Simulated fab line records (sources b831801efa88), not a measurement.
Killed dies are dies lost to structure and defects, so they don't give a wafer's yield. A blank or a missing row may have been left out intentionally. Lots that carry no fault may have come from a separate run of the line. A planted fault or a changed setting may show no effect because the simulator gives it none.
The tool behind it: which one?    flow gf180mcu    Sampling: 6 lots, 18 wafers, 2 of 602 route steps

## WHAT EACH GAUGE READ, for each wafer
GF_STI_CD_MEAS_12 targets a cd of 220 nm.
lot   measured     on         cd-nm (nm)
L818  day 2 09:27  cd-sem-02  218.7 218.6 219.6
L822  day 3 02:07  cd-sem-02  218.5 219.2 220.7
L826  day 4 00:39  cd-sem-02  221.9 220.6 222.2
L828  day 4 14:10  cd-sem-01  221.2 221.9 220.3
L837  day 6 09:23  cd-sem-01  221.4 220.6 220.7
L839  day 6 18:23  cd-sem-01  219.3 219.6 218.9

## TOOL THAT RAN EACH LOT (tool first, then ch and the chambers of the sampled wafers, then the start)
lot   GF_STI_EXPOSE_09
L818  krf-scanner-01 ch 0, day 2 03:37
L822  krf-scanner-01 ch 0, day 2 20:01
L826  krf-scanner-02 ch 0, day 3 19:31
L828  krf-scanner-01 ch 0, day 4 07:59
L837  krf-scanner-01 ch 0, day 6 02:17
L839  krf-scanner-01 ch 0, day 6 10:47
- GF_STI_EXPOSE_09: exposes mask COMP, target cd 220 nm.

## THE ANSWER, worked out from the rows above alone
Rule: usual is defined by the lots themselves. The widest of any qualifying gaps counts: lots, ordered by their means at a reading, are off when they make up no more than a third of the lots, leave a main group of 4 or more, and stand apart from it by 3 or more times the standard deviation of that group's means. If all means in a main group match to the digits the tables above print for the reading, that group is not used. A lot without any number at a reading at which 4 lots or more have one is off too. Where the step has rows for the other lots, those lots are counted as sound.
Nothing can be told from this: no lot is off at any reading shown.

## WHAT THE SIMULATOR HAD INSERTED
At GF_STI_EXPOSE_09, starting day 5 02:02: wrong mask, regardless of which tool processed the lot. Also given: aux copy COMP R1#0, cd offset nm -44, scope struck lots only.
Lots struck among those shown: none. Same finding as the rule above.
